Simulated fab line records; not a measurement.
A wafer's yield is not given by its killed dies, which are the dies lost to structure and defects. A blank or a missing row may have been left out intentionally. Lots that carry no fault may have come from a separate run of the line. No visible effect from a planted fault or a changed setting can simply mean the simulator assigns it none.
Matching of chambers / flow sky130 / SKY_VIA1_CMP_02 on cmp-01 has 4 sister chambers
The step polishes SiO2. 4 wafers are shown with their chamber, then 9 later ones without.

## WAFERS PAIRED WITH THEIR CHAMBERS
wafer=L450.6; chamber=1; motorCurrentA (A)=12.5
wafer=L454.1; chamber=0; motorCurrentA (A)=15.2
wafer=L454.3; chamber=2; motorCurrentA (A)=13.6
wafer=L454.5; chamber=3; motorCurrentA (A)=13.4

## WAFERS MISSING THEIR CHAMBER
wafer=L456.1; motorCurrentA (A)=15.2
wafer=L456.2; motorCurrentA (A)=13.1
wafer=L456.4; motorCurrentA (A)=12.7
wafer=L460.2; motorCurrentA (A)=15.3
wafer=L460.5; motorCurrentA (A)=14.8
wafer=L460.6; motorCurrentA (A)=12.9
wafer=L468.1; motorCurrentA (A)=12.8
wafer=L468.4; motorCurrentA (A)=12.9
wafer=L468.5; motorCurrentA (A)=12.7

## THE CHAMBER EACH PASSED THROUGH
wafer=L456.1; from the rows above=0; in truth=0
wafer=L456.2; from the rows above=can't be placed: 3 or 2 or 1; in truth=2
wafer=L456.4; from the rows above=can't be placed: 1 or 3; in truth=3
wafer=L460.2; from the rows above=0; in truth=0
wafer=L460.5; from the rows above=0; in truth=0
wafer=L460.6; from the rows above=can't be placed: 1 or 3 or 2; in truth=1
wafer=L468.1; from the rows above=can't be placed: 1 or 3 or 2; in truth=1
wafer=L468.4; from the rows above=can't be placed: 1 or 3 or 2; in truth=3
wafer=L468.5; from the rows above=can't be placed: 1 or 3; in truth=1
Correct placement for 3 of the 9. From these rows, 6 cannot be placed; in 6 the true chamber is one of the candidates. Placed wrongly: 0.
How it was worked out, from the rows above alone: a wafer's distance from a chamber is the root of the sum, over the readings, of the square of ((its reading less the chamber's mean) divided by the reading's scatter). If the next closest chamber is less than 2 further off than the closest, the wafer can't be placed; otherwise it belongs to the closest. Each chamber's mean is taken over the wafers shown for it. The scatter: root of mean squared gap, hidden wafer to nearest shown wafer, with one shown wafer a chamber.
